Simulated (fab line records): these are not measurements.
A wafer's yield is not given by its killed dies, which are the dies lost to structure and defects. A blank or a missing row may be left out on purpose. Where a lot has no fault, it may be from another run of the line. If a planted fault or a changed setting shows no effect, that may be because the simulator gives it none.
Chamber matching -- flow gf180mcu -- GF_CONTACT_CMP_27 on cmp-01 has 4 sister chambers
The step polishes, stops on SiO2, t overpolish 15 s, target thk 0 nm. 8 wafers are shown with their chamber, then 6 later ones without.

WAFERS, EACH WITH ITS CHAMBER
wafer,chamber,motor-current-A (A),time-to-endpoint-s (s)
L899.6,0,11.5,79
L904.5,0,11.5,80
L915.2,2,10.5,65
L915.3,3,11.0,65
L915.6,1,8.8,63
L917.1,2,10.0,71
L917.2,3,11.2,67
L917.5,1,9.1,63

WAFERS MISSING THEIR CHAMBER
wafer,motor-current-A (A),time-to-endpoint-s (s)
L918.3,11.8,70
L918.5,8.8,64
L918.6,12.0,71
L919.2,11.5,74
L919.3,10.3,71
L919.4,8.5,70

THE CHAMBER EACH PASSED THROUGH
wafer,from the rows above,in truth
L918.3,can't be placed: 3 or 0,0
L918.5,1,1
L918.6,can't be placed: 0 or 3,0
L919.2,can't be placed: 0 or 3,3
L919.3,2,2
L919.4,1,1
Correct placement for 3 of the 6. From these rows, 3 cannot be placed; in 3 the true chamber is one of the candidates. Placed wrongly: 0.
How it was worked out, from the rows above alone: a wafer's distance from a chamber is the root of the sum, over the readings, of the square of ((its reading less the chamber's mean) divided by the reading's scatter). If the next closest chamber is less than 2 further off than the closest, the wafer can't be placed; otherwise it belongs to the closest. Each chamber's mean is taken over the wafers shown for it. The scatter: the root of (the sum of the squares of (reading less its chamber's mean) over the shown wafers, divided by (wafers less chambers)).
